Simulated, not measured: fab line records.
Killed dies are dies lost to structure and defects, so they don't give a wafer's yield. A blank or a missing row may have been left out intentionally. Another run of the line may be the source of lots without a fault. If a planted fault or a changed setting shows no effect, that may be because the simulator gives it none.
fab line records	flow sky130
[record] lots = 7	wafers = 21	last_day = 50
route steps=708 shown SONOS_ONO@180 GATE_OXIDE@187 PAD_OPEN@708
lots that met no fault: taken from a fault-free run of the same line
start_h: hours from the record's opening day to when the first of the lot's shown wafers began	wait_h: time in hours since the lot's previous step	" same as the row above	L1.1+2: one row covering several wafers at once	- no value present, or no start provided	* or withheld: withheld	< > ~ a bound
route shown NAME@n: names a module that has steps shown in the file, with the first one's number in the route	usual: mean and standard deviation over wafers with no fault	same: alike in all rows	chamber/n: place in a boat	sites: the reading at each site	_std_site: standard deviation across them	_edge_site: the outer-site mean with the inner-site mean subtracted	radius_mm: how far each site lies from the wafer's centre	mask NAME#n: copy n	behind: the most recent tool/chamber to have shaped the wafer	hold: why the lot was held/for how many hours/how that ended	device: transistor that didn't switch, given as n, p or np	end of line: tests of these same wafers at the route's end	a step given without rows: its recipe and nothing more	killed: dies lost to structure and defects at the first sort, not the wafer's yield	map: per-die view of a wafer (x killed, . not killed, _ where there is no die)
set.NAME: the setting that was run; set.NAME@STEP: the one run at that earlier step	model.NAME: the simulator's own value behind a step, which no gauge read
a table for each step, a row for each wafer; lots at some steps of the route
services: from which hour (start_h, from the record's first day; less than 0 if before it) a tool's chamber was out of use, for how many hours, and why
[[steps]]
[step SKY_SONOS_ONO_DEVELOP_12]
[recipe] develop_time_s = 60	dev_temp_c = 23
[step SKY_SONOS_ONO_CD_MEAS_13]
[recipe] target_cd_nm = 410
[usual] cd_nm = 409.4/2.4
lot.wafer	tool	chamber	start_h	wait_h	cd_nm
L591.2	cd_sem-01	-	306.31	0.1	410.2
L591.3	"	-	"	"	410.6
L591.6	"	-	"	"	408.2
L594.2	cd_sem-02	-	317.96	0.1	410.6
L594.3	"	-	"	"	411.4
L594.4	"	-	"	"	406.4
L601.1	cd_sem-01	-	370.14	0.1	412.2
L601.4	"	-	"	"	411.8
L601.5	"	-	"	"	411.4
L602.2	cd_sem-01	-	376.93	0.1	407.1
L602.3	"	-	"	"	407.9
L602.4	"	-	"	"	407.9
L604.2	cd_sem-02	-	393.97	0.1	408.3
L604.3	"	-	"	"	407.5
L604.6	"	-	"	"	407.2
L606.1	cd_sem-01	-	422.01	0.1	405.7
L606.2	"	-	"	"	406.3
L606.4	"	-	"	"	403.2
L609.2	cd_sem-01	-	443.97	0.1	407.4
L609.3	"	-	"	"	410.4
L609.4	"	-	"	"	407.3
[step SKY_SONOS_ONO_OVL_MEAS_14]
[usual] SONOS_ONO_OVL = -1.4/1.8
lot.wafer	tool	chamber	start_h	wait_h	SONOS_ONO_OVL[nm]
L591.2	overlay-02	-	306.41	0.1	0.2
L591.3	"	-	"	"	2.1
L591.6	"	-	"	"	-1.5
L594.2	overlay-01	-	318.06	0.1	-2.6
L594.3	"	-	"	"	-2.8
L594.4	"	-	"	"	-1.6
L601.1	overlay-01	-	370.26	0.1	-1.7
L601.4	"	-	"	"	1.2
L601.5	"	-	"	"	-1.2
L602.2	overlay-02	-	377.04	0.1	-1.4
L602.3	"	-	"	"	-1.5
L602.4	"	-	"	"	-0.5
L604.2	overlay-02	-	394.07	0.1	0.1
L604.3	"	-	"	"	-0.4
L604.6	"	-	"	"	-1.1
L606.1	overlay-01	-	422.13	0.1	-4.7
L606.2	"	-	"	"	-3.2
L606.4	"	-	"	"	-2.7
L609.2	overlay-02	-	444.07	0.1	-4.0
L609.3	"	-	"	"	-2.7
L609.4	"	-	"	"	-3.2
[step SKY_SONOS_ONO_ETCH_15]
[recipe] target_depth_nm = 19.52	chemistry = CHF3/O2	source_w = 600	bias_w = 200	pressure_mtorr = 40	chf3_flow_sccm = 50	O2_flow_sccm = 5	time_s = 7.8
[usual] drypump_motor_current_A = 5.7/0.44	oes_product_au = 1.001/0.0074	throttle_valve_pct = 8.825/0.0087
lot.wafer	tool	chamber	start_h	wait_h	drypump_motor_current_A	oes_product_au	rf_hours_counter_h	throttle_valve_pct
L591.2	rie_diel-04	2	306.44	0.0	5.7	1.001	46	8.820
L591.3	"	1	"	"	5.3	0.998	111	8.821
L591.6	"	1	"	"	5.3	0.986	-	8.825
L594.2	rie_diel-04	1	318.09	0.0	5.3	0.992	111	8.828
L594.3	"	2	"	"	5.7	1.008	47	8.823
L594.4	"	0	"	"	5.7	1.006	-	8.827
L601.1	rie_diel-04	1	370.29	0.0	5.2	0.999	112	8.828
L601.4	"	2	"	"	5.7	1.010	47	8.826
L601.5	"	3	"	"	6.2	1.019	-	8.824
L602.2	rie_diel-01	1	377.07	0.0	5.1	1.000	3	8.820
L602.3	"	2	"	"	6.4	0.994	23	8.821
L602.4	"	3	"	"	5.5	0.997	24	8.837
L604.2	rie_diel-04	3	394.10	0.0	6.3	1.014	1	8.832
L604.3	"	0	"	"	5.7	1.008	35	8.834
L604.6	"	2	"	"	5.7	1.014	-	8.826
L606.1	rie_diel-04	0	422.17	0.0	5.7	0.998	36	8.835
L606.2	"	1	"	"	5.3	0.988	0	8.809
L606.4	"	3	"	"	6.3	1.010	2	8.822
L609.2	rie_diel-01	3	444.10	0.0	5.6	1.007	25	8.826
L609.3	"	2	"	"	6.4	1.002	24	8.822
L609.4	"	0	"	"	6.0	1.008	2	8.816
[step SKY_SONOS_ONO_WET_ETCH_16]
[recipe] chemistry = dHF	target_depth_nm = 14	dry = n2_spin	target = SiO2	dilution = 100:1	temp_c = 25	time_s = 280
[step SKY_SONOS_ONO_STRIP_17]
[recipe] chemistry = O2/N2	power_w = 1400	pressure_mtorr = 1500	platen_temp_c = withheld	o2_flow_sccm = 3000	n2_flow_sccm = 300	overash_fraction = 0.5
[usual] drypump_motor_current_A = 5.9/0.47	n2_flow_sccm = 299.9/0.93	oes_product_au = 0.710/0.0042	strip_time_to_endpoint_s = 14.10/0.04
lot.wafer	tool	chamber	start_h	wait_h	drypump_motor_current_A	n2_flow_sccm	oes_product_au	rf_hours_counter_h	strip_time_to_endpoint_s
L591.2	plasma_asher-03	0	306.55	0.0	5.3	299.1	0.714	48	14.12
L591.3	"	1	"	"	6.4	299.8	0.707	-	14.15
L591.6	"	1	"	"	6.4	299.9	0.711	-	14.16
L594.2	plasma_asher-03	0	318.20	0.0	5.3	298.6	0.718	49	14.14
L594.3	"	0	"	"	5.3	298.9	0.713	-	14.16
L594.4	"	1	"	"	6.4	300.2	0.709	-	14.12
L601.1	plasma_asher-04	0	370.40	0.0	5.5	298.9	0.712	68	14.10
L601.4	"	0	"	"	5.6	299.5	0.712	-	14.08
L601.5	"	1	"	"	5.6	301.2	0.710	-	14.05
L602.2	plasma_asher-04	1	377.19	0.0	5.6	299.5	0.710	69	14.09
L602.3	"	0	"	"	5.5	301.2	0.714	-	14.11
L602.4	"	1	"	"	5.6	299.9	0.710	-	14.15
L604.2	plasma_asher-01	1	394.21	0.0	6.5	299.2	0.716	28	14.06
L604.3	"	1	"	"	6.5	299.3	0.712	-	14.08
L604.6	"	0	"	"	6.4	300.0	0.712	-	14.07
L606.1	plasma_asher-03	0	422.28	0.0	5.3	300.5	0.708	56	14.03
L606.2	"	1	"	"	6.4	300.0	0.713	56	14.00
L606.4	"	1	"	"	6.4	299.8	0.715	-	14.04
L609.2	plasma_asher-04	1	444.22	0.0	5.6	300.2	0.712	77	14.08
L609.3	"	0	"	"	5.5	301.3	0.713	-	14.08
L609.4	"	1	"	"	5.6	298.4	0.712	-	14.08
[step SKY_SONOS_ONO_WET_ETCH_18]
[recipe] chemistry = H3PO4	target_depth_nm = 15	target = Si3N4	temp_c = 160	time_s = 172
[step SKY_GATE_OXIDE_CLEAN_00]
[recipe] chemistry = SC1/SC2	mix = 1:4:20	temp_c = 70	time_s = 150	dry = n2_spin
[step SKY_GATE_OXIDE_OXIDATION_01]
[recipe] temp_c = 900	ambient = O2	stabilise_s = 600	purge_s = 300	target_thk_a = 102.68	ox_time_s = 1473
[step SKY_GATE_OXIDE_THK_MEAS_02]
[recipe] reads = SiO2_of_GATE_OXIDE_OXIDATION_01
[usual] GATE_OXIDE_OXIDATION_00_THK = 10.36/0.18
lot.wafer	tool	chamber	start_h	wait_h	GATE_OXIDE_OXIDATION_00_THK[nm]
L591.2	film_metro-03	-	308.87	0.0	10.28
L591.3	"	-	"	"	10.28
L591.6	"	-	"	"	10.29
L594.2	film_metro-01	-	322.39	0.0	10.44
L594.3	"	-	"	"	10.36
L594.4	"	-	"	"	10.26
L601.1	film_metro-03	-	373.30	0.0	10.25
L601.4	"	-	"	"	10.13
L601.5	"	-	"	"	10.21
L602.2	film_metro-04	-	378.82	0.0	10.02
L602.3	"	-	"	"	10.00
L602.4	"	-	"	"	10.03
L604.2	film_metro-01	-	396.31	0.0	10.24
L604.3	"	-	"	"	10.34
L604.6	"	-	"	"	10.08
L606.1	film_metro-03	-	424.16	0.0	10.69
L606.2	"	-	"	"	10.58
L606.4	"	-	"	"	10.63
L609.2	film_metro-04	-	445.84	0.0	10.21
L609.3	"	-	"	"	10.41
L609.4	"	-	"	"	10.22
[step SKY_GATE_OXIDE_DEHYDRATE_03]
[recipe] temp_c = 200	time_s = 60
[step SKY_GATE_OXIDE_HMDS_04]
[recipe] prime_time_s = 60	prime_temp_c = 120
[step SKY_GATE_OXIDE_COAT_05]
[recipe] resist = NOVOLAK	spin_rpm = 3000	resist_thk_nm = 1140
lot.wafer	tool	chamber	start_h	wait_h	model.NOVOLAK_of_GATE_OXIDE_COAT_05.thk_nm
L591.2	litho_track-02	0	320.62	0.1	1144
L591.3	"	0	"	"	1141
L591.6	"	0	"	"	1145
L594.2	litho_track-03	0	335.10	0.1	1143
L594.3	"	0	"	"	1142
L594.4	"	0	"	"	1141
L601.1	litho_track-03	0	387.07	0.1	714.9
L601.4	"	0	"	"	714.5
L601.5	"	0	"	"	715.7
L602.2	litho_track-03	0	393.60	0.1	716.9
L602.3	"	0	"	"	717.2
L602.4	"	0	"	"	715.9
L604.2	litho_track-03	0	410.60	0.1	714.2
L604.3	"	0	"	"	717.9
L604.6	"	0	"	"	712.9
L606.1	litho_track-02	0	439.00	0.1	1144
L606.2	"	0	"	"	1143
L606.4	"	0	"	"	1141
L609.2	litho_track-02	0	461.22	0.1	1138
L609.3	"	0	"	"	1133
L609.4	"	0	"	"	1136
[step SKY_GATE_OXIDE_SOFTBAKE_06]
[recipe] temp_c = 90	time_s = 60	resist = NOVOLAK
[step SKY_GATE_OXIDE_EXPOSE_07]
[recipe] mask_id = LVOM	na = 0.6	source_shape = conventional	sigma_outer = 0.6	polarization = unpolarized	target_cd_nm = 600	dose_mj = 170
[step SKY_GATE_OXIDE_PEB_08]
[recipe] temp_c = withheld	time_s = *	resist = NOVOLAK
[step SKY_GATE_OXIDE_DEVELOP_09]
[recipe] resist = NOVOLAK	developer = TMAH	develop_time_s = 60	dev_temp_c = 23
lot.wafer	tool	chamber	start_h	wait_h	model.NOVOLAK_of_GATE_OXIDE_COAT_05.thk_nm
L591.2	litho_track-01	0	333.76	0.1	1143
L591.3	"	0	"	"	1141
L591.6	"	0	"	"	1144
L594.2	litho_track-02	0	348.07	0.1	1143
L594.3	"	0	"	"	1142
L594.4	"	0	"	"	1141
L601.1	litho_track-02	0	401.70	0.1	714.4
L601.4	"	0	"	"	714
L601.5	"	0	"	"	715.3
L602.2	litho_track-03	0	408.05	0.1	716.4
L602.3	"	0	"	"	716.8
L602.4	"	0	"	"	715.5
L604.2	litho_track-03	0	425.80	0.1	713.8
L604.3	"	0	"	"	717.5
L604.6	"	0	"	"	712.4
L606.1	litho_track-02	0	454.90	0.1	1144
L606.2	"	0	"	"	1142
L606.4	"	0	"	"	1140
L609.2	litho_track-01	0	476.76	0.1	1137
L609.3	"	0	"	"	1133
L609.4	"	0	"	"	1135
[step SKY_GATE_OXIDE_OVL_MEAS_10]
[usual] GATE_OXIDE_OVL = 1.1/1.3
lot.wafer	tool	chamber	start_h	wait_h	GATE_OXIDE_OVL[nm]
L591.2	overlay-01	-	333.89	0.1	2.0
L591.3	"	-	"	"	1.3
L591.6	"	-	"	"	1.5
L594.2	overlay-01	-	348.20	0.1	-2.7
L594.3	"	-	"	"	-3.3
L594.4	"	-	"	"	-0.6
L601.1	overlay-01	-	401.85	0.1	1.0
L601.4	"	-	"	"	0.8
L601.5	"	-	"	"	-0.1
L602.2	overlay-01	-	408.18	0.1	0.3
L602.3	"	-	"	"	3.0
L602.4	"	-	"	"	2.2
L604.2	overlay-01	-	425.93	0.1	3.3
L604.3	"	-	"	"	1.8
L604.6	"	-	"	"	3.8
L606.1	overlay-01	-	455.05	0.1	1.5
L606.2	"	-	"	"	1.3
L606.4	"	-	"	"	1.7
L609.2	overlay-02	-	476.89	0.1	1.1
L609.3	"	-	"	"	1.5
L609.4	"	-	"	"	0.8
[step SKY_GATE_OXIDE_IMPLANT_11]
[recipe] species = B	energy_kev = 10	dose_cm2 = 2.6e+12	tilt_deg = withheld
[step SKY_GATE_OXIDE_WET_ETCH_12]
[recipe] chemistry = dHF	target_depth_nm = 16.8	dry = n2_spin	target = SiO2	dilution = 100:1	temp_c = 25	time_s = 336
[step SKY_GATE_OXIDE_STRIP_13]
[recipe] chemistry = O2/N2	power_w = 1400	pressure_mtorr = 1500	platen_temp_c = withheld	o2_flow_sccm = 3000	n2_flow_sccm = 300	overash_fraction = 0.5
[usual] drypump_motor_current_A = 5.6/0.33	n2_flow_sccm = 300.0/0.92	oes_product_au = 0.715/0.0047	strip_time_to_endpoint_s = 14.18/0.046
lot.wafer	tool	chamber	start_h	wait_h	drypump_motor_current_A	n2_flow_sccm	oes_product_au	rf_hours_counter_h	strip_time_to_endpoint_s
L591.2	plasma_asher-02	0	334.18	0.0	5.4	300.3	0.715	63	14.21
L591.3	"	1	"	"	5.4	300.5	0.717	-	14.19
L591.6	"	1	"	"	5.4	299.8	0.721	-	14.22
L594.2	plasma_asher-03	0	348.48	0.0	5.3	300.3	0.713	52	14.22
L594.3	"	1	"	"	6.4	301.6	0.717	-	14.20
L594.4	"	0	"	"	5.4	299.5	0.709	-	14.20
L601.1	plasma_asher-03	1	402.14	0.0	6.4	299.0	0.614	55	9.30
L601.4	"	1	"	"	6.4	299.2	0.618	-	9.28
L601.5	"	1	"	"	6.4	299.9	0.618	-	9.29
L602.2	plasma_asher-04	1	408.46	0.0	5.6	299.0	0.616	72	9.31
L602.3	"	0	"	"	5.5	300.6	0.617	-	9.30
L602.4	"	1	"	"	5.6	299.7	0.615	-	9.30
L604.2	plasma_asher-03	1	426.21	0.0	6.4	299.4	0.616	57	9.26
L604.3	"	0	"	"	5.3	299.9	0.623	-	9.33
L604.6	"	1	"	"	6.4	299.0	0.622	-	9.24
L606.1	plasma_asher-03	0	455.43	0.0	5.3	299.0	0.710	60	14.23
L606.2	"	1	"	"	6.4	300.0	0.723	60	14.24
L606.4	"	1	"	"	6.4	299.8	0.719	-	14.19
L609.2	plasma_asher-02	0	477.19	0.0	5.4	300.4	0.714	4	14.15
L609.3	"	0	"	"	5.5	300.0	0.712	-	14.10
L609.4	"	1	"	"	5.4	301.1	0.717	-	14.13
[step SKY_GATE_OXIDE_TW_MEAS_14]
[usual] GATE_OXIDE_TW = 225.3/2.2
lot.wafer	tool	chamber	start_h	wait_h	GATE_OXIDE_TW
L591.2	film_metro-04	-	334.29	0.1	227.0
L591.3	"	-	"	"	227.7
L591.6	"	-	"	"	226.2
L594.2	film_metro-03	-	348.59	0.1	227.0
L594.3	"	-	"	"	225.5
L594.4	"	-	"	"	225.8
L601.1	film_metro-03	-	402.24	0.1	225.9
L601.4	"	-	"	"	227.0
L601.5	"	-	"	"	226.1
L602.2	film_metro-01	-	408.57	0.1	222.3
L602.3	"	-	"	"	220.8
L602.4	"	-	"	"	221.6
L604.2	film_metro-04	-	426.32	0.1	225.4
L604.3	"	-	"	"	225.1
L604.6	"	-	"	"	224.7
L606.1	film_metro-04	-	455.53	0.1	226.9
L606.2	"	-	"	"	225.6
L606.4	"	-	"	"	228.4
L609.2	film_metro-04	-	477.30	0.1	225.7
L609.3	"	-	"	"	226.5
L609.4	"	-	"	"	225.4
[step SKY_PAD_OPEN_PROBE_99]
[usual] killed_at_M0_to_M3 = 43/6.6	killed_at_M4_up = 3.1/1.9	killed_at_contacts = 24/5.2	killed_at_front_end = 16/4.5	killed_at_other = 0.4/0.62	killed_dies = 87/9	killed_open = 48/7	killed_short = 39/6.2
[same] gross_dies = 492	killed_at_back_side = 0
lot.wafer	tool	chamber	start_h	wait_h	killed_at_M0_to_M3	killed_at_M4_up	killed_at_contacts	killed_at_front_end	killed_at_other	killed_dies	killed_open	killed_short
L601.4	prober-01	-	1150.80	0.2	47	7	19	14	0	87	45	41
L601.5	prober-01	-	1150.85	0.2	36	4	31	19	0	90	57	32
L602.2	prober-02	-	1152.20	0.1	34	4	31	18	1	88	46	39
L602.3	prober-02	-	1152.25	0.2	34	4	28	22	2	90	45	43
L602.4	prober-02	-	1152.30	0.2	41	4	19	20	3	87	46	40
L604.2	prober-02	-	1175.43	0.1	35	1	23	18	0	77	41	32
// killed by level:class
L601.4 VIA1:geometric_particle:open=12 CONTACT:geometric_particle:open=8 VIA1:geometric_particle:short=6 LI_CONTACT:geometric_particle:open=5 VIA3:geometric_particle:open=5 VIA3:geometric_particle:short=5 FIELD_ISO:geometric_particle:short=4 METAL4:geometric_particle:short=4
L601.5 CONTACT:geometric_particle:open=13 VIA2:geometric_particle:open=12 LI_CONTACT:geometric_particle:open=8 FIELD_ISO:geometric_particle:open=6 VIA3:geometric_particle:open=5 METAL1:geometric_particle:short=5 POLY_GATE:geometric_particle:open=4 CONTACT:geometric_particle:short=4
L602.2 CONTACT:geometric_particle:open=10 VIA1:geometric_particle:open=9 LOCAL_INTERCONNECT:geometric_particle:short=7 VIA2:geometric_particle:open=7 METAL1:geometric_particle:short=6 POLY_GATE:geometric_particle:short=5 LI_CONTACT:geometric_particle:open=5 CONTACT:geometric_particle:short=5
L602.3 CONTACT:geometric_particle:open=10 VIA3:geometric_particle:open=7 FIELD_ISO:geometric_particle:open=6 FIELD_ISO:geometric_particle:short=6 LI_CONTACT:geometric_particle:open=5 CONTACT:geometric_particle:short=5 VIA1:geometric_particle:open=5 LOCAL_INTERCONNECT:geometric_particle:short=4
L602.4 VIA3:geometric_particle:open=12 CONTACT:geometric_particle:open=7 VIA2:geometric_particle:open=7 FIELD_ISO:geometric_particle:open=6 LI_CONTACT:geometric_particle:short=5 VIA2:geometric_particle:short=5 POLY_GATE:geometric_particle:short=4 METAL1:geometric_particle:short=4
L604.2 VIA1:geometric_particle:open=9 CONTACT:geometric_particle:open=8 VIA3:geometric_particle:open=7 FIELD_ISO:geometric_particle:short=6 LI_CONTACT:geometric_particle:open=6 FIELD_ISO:geometric_particle:open=5 VIA1:geometric_particle:short=5 VIA2:geometric_particle:open=5
[[services]]
tool	chamber	start_h	hours	kind
rie_diel-04	-	284.90	2.8	pm
rie_diel-01	0	291.81	-	clean
rie_diel-01	0	291.81	17.8	scheduled_down
rie_diel-01	0	291.81	17.8	vent_cycle
rie_diel-04	3	311.03	-	clean
rie_diel-04	3	311.03	20.9	scheduled_down
rie_diel-04	3	311.03	20.9	vent_cycle
plasma_asher-03	-	331.40	5.6	repair
plasma_asher-03	-	350.89	2.3	repair
plasma_asher-03	-	376.49	15.3	repair
rie_diel-04	1	377.56	-	clean
rie_diel-04	1	377.56	28.6	scheduled_down
rie_diel-04	1	377.56	28.6	vent_cycle
plasma_asher-03	-	406.62	11.4	repair
rie_diel-01	-	409.35	0.4	repair
plasma_asher-02	-	421.25	9.0	pm
plasma_asher-02	0	421.25	9.0	vent_cycle
plasma_asher-02	1	421.25	9.0	vent_cycle
plasma_asher-02	-	430.25	2.8	pm
plasma_asher-02	0	430.25	-	clean
plasma_asher-02	-	433.00	4.3	pm
rie_diel-01	2	433.43	2.8	repair
rie_diel-04	2	456.52	4.5	repair
rie_diel-04	-	467.41	14.6	pm
[[key]]
[first_sign] step = SKY_GATE_OXIDE_STRIP_13	reading = strip_time_to_endpoint_s	direction = down	sigmas = 99+	usual = *	struck = *
[effect] step = SKY_GATE_OXIDE_STRIP_13	reading = oes_product_au	direction = down	sigmas = 21	usual = 0.715	struck = 0.618
[model_effect] step = SKY_GATE_OXIDE_COAT_05	value = NOVOLAK_of_GATE_OXIDE_COAT_05.thk_nm	without = 1142	struck = 715.6
[model_effect] step = SKY_GATE_OXIDE_DEVELOP_09	value = NOVOLAK_of_GATE_OXIDE_COAT_05.thk_nm	without = 1142	struck = 715.1
met_at SKY_GATE_OXIDE_COAT_05
struck_wafers L601.1,L601.4,L601.5,L602.2,L602.3,L602.4,L604.2,L604.3,L604.6
tester_left_out L601,L602,L604
onset_between 335.10 387.07
[fault] kind = process_parameter_drift	tool = litho_track-03	chamber = -	onset_h = 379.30	steps = SKY_GATE_OXIDE_COAT_05	channel = resist_thk_nm	offset = -425.88	shape = step	end_h = 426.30	acts_in = these_recipes_only	stated = 1140
// tester_left_out: of these lots the tester's yield and bins aren't shown, on N5 and GAA mostly nor the transistor test; their killed dies are dies lost to structure and defects alone, not to doping, threshold or leakage, so they don't give the yield
